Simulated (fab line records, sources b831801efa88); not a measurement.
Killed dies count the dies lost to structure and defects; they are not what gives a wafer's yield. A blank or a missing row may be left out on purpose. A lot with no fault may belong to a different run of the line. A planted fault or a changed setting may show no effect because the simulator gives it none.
What tool caused it? ; flow sky130 ; 39 wafers from 13 lots sampled at 4 of the route's 708 steps

== WHAT THE GAUGES READ, wafer by wafer ==
SKY_CONTACT_RS_MEAS_25: the measuring method here is four-point-probe.
lot;measured;on;CONTACT_W_RS (ohm/sq)
L478;day 31 15:29;filmMetro-04;0.352 0.344 0.345
L480;day 32 02:36;filmMetro-02;0.340 0.339 0.343
L481;day 32 12:34;filmMetro-01;0.326 0.339 0.324
L482;day 32 22:19;filmMetro-04;0.340 0.337 0.335
L483;day 33 08:38;filmMetro-04;0.336 0.336 0.337
L484;day 33 14:16;filmMetro-02;0.340 0.335 0.341
L485;day 34 01:08;filmMetro-02;0.342 0.337 0.338
L492;day 35 22:40;filmMetro-04;0.344 0.339 0.341
L493;day 36 06:01;filmMetro-04;0.327 0.338 0.338
L496;day 37 07:35;filmMetro-02;0.344 0.345 0.347
L497;day 37 13:59;filmMetro-02;0.337 0.338 0.336
L498;day 37 18:38;filmMetro-02;0.330 0.331 0.332
L499;day 38 09:10;filmMetro-01;0.343 0.342 0.340

SKY_METAL1_CD_MEAS_15: the cd target is 140 nm.
lot;measured;on;cdNm (nm)
L478;day 32 19:32;cdSem-01;141.0 141.1 141.6
L480;day 33 07:02;cdSem-01;140.7 141.7 141.1
L481;day 33 16:52;cdSem-01;139.5 138.4 139.7
L482;day 34 01:17;cdSem-01;140.0 140.0 140.1
L483;day 34 11:39;cdSem-01;138.2 139.2 137.7
L484;day 34 17:07;cdSem-02;140.6 139.6 139.0
L485;day 35 04:10;cdSem-01;141.1 141.2 140.9
L492;day 37 01:01;cdSem-02;141.1 140.3 140.6
L493;day 37 08:36;cdSem-02;138.0 139.6 138.6
L496;day 38 09:55;cdSem-01;143.9 141.2 140.8
L497;day 38 15:50;cdSem-01;138.3 138.2 138.4
L498;day 38 21:15;cdSem-01;139.8 140.3 141.7
L499;day 39 11:04;cdSem-01;141.5 140.4 141.6

== WHAT TOOL EACH LOT RAN ON (gives the tool, then ch and the chambers of the sampled wafers, and finally the start) ==
lot;SKY_NWELL_STRIP_25;SKY_CONTACT_SPUTTER_23
L478;plasmaAsher-01 ch 0,1, day 5 10:04;pvdSputter-02, day 31 15:16
L480;plasmaAsher-04 ch 0,1, day 5 17:31;pvdSputter-03, day 32 02:26
L481;plasmaAsher-01 ch 0,1, day 6 02:37;pvdSputter-03, day 32 12:24
L482;plasmaAsher-03 ch 0,1, day 6 10:50;pvdSputter-03, day 32 22:08
L483;plasmaAsher-04 ch 0,1, day 6 12:49;pvdSputter-03, day 33 08:27
L484;plasmaAsher-03 ch 0,1, day 6 18:43;pvdSputter-03, day 33 14:05
L485;plasmaAsher-01 ch 0, day 7 03:41;pvdSputter-04, day 34 00:56
L492;plasmaAsher-01 ch 0,1, day 8 16:50;pvdSputter-03, day 35 22:28
L493;plasmaAsher-01 ch 0,1, day 9 02:25;pvdSputter-02, day 36 05:51
L496;plasmaAsher-04 ch 0,1, day 9 20:10;pvdSputter-03, day 37 07:23
L497;plasmaAsher-04 ch 0,1, day 10 02:28;pvdSputter-04, day 37 13:49
L498;plasmaAsher-04 ch 0,1, day 10 07:14;pvdSputter-03, day 37 18:28
L499;plasmaAsher-03 ch 0,1, day 10 13:25;pvdSputter-04, day 38 08:58
- SKY_NWELL_STRIP_25: strips in O2/N2.
- SKY_CONTACT_SPUTTER_23: material TiN, target thk 20 nm, time 80 s.

== WHAT THE TOOLS THEMSELVES READ (means of the sampled wafers that have a number; where no wafer has one, the mark that the record gives instead) ==
SKY_NWELL_STRIP_25.
lot;tool;drypumpMotorCurrentA (A);oesProductAu (a.u.);stripTimeToEndpointS (s)
L478;plasmaAsher-01;5.9;0.724;36.85
L480;plasmaAsher-04;5.2;0.725;36.90
L481;plasmaAsher-01;5.6;0.725;36.81
L482;plasmaAsher-03;5.7;0.726;36.66
L483;plasmaAsher-04;5.2;0.723;37.09
L484;plasmaAsher-03;5.7;0.723;36.98
L485;plasmaAsher-01;5.3;0.726;36.78
L492;plasmaAsher-01;5.6;0.721;36.86
L493;plasmaAsher-01;5.8;0.721;36.87
L496;plasmaAsher-04;5.2;0.717;36.87
L497;plasmaAsher-04;5.2;0.724;36.93
L498;plasmaAsher-04;5.2;0.726;36.88
L499;plasmaAsher-03;5.6;0.725;36.83

SKY_CONTACT_SPUTTER_23.
lot;tool;throttleValvePct (%)
L478;pvdSputter-02;29.4
L480;pvdSputter-03;29.6
L481;pvdSputter-03;29.9
L482;pvdSputter-03;30.2
L483;pvdSputter-03;29.8
L484;pvdSputter-03;30.1
L485;pvdSputter-04;29.3
L492;pvdSputter-03;30.2
L493;pvdSputter-02;29.3
L496;pvdSputter-03;29.7
L497;pvdSputter-04;29.9
L498;pvdSputter-03;30.2
L499;pvdSputter-04;30.3

== THE ANSWER, worked out from the rows above alone ==
Rule: what is usual is taken from the lots themselves. The widest of any qualifying gaps counts: lots, ordered by their means at a reading, are off when they make up no more than a third of the lots, leave a main group of 4 or more, and stand apart from it by 3 or more times the standard deviation of that group's means. A main group is skipped when, at the precision printed for the reading in the tables above, its means are all equal. A lot without any number at a reading at which 4 lots or more have one is off too. Where the step has rows for the other lots, those lots are counted as sound. After the gauges, taken in route order, come the tools' own readings; for these a lot's mean is taken, as printed above. At the first step where some lot is off, the reading lying furthest off is the one used; lots without a number count as furthest.
Nothing can be told from this: no lot is off at any reading shown.

== WHAT WAS PUT IN BY THE SIMULATOR ==
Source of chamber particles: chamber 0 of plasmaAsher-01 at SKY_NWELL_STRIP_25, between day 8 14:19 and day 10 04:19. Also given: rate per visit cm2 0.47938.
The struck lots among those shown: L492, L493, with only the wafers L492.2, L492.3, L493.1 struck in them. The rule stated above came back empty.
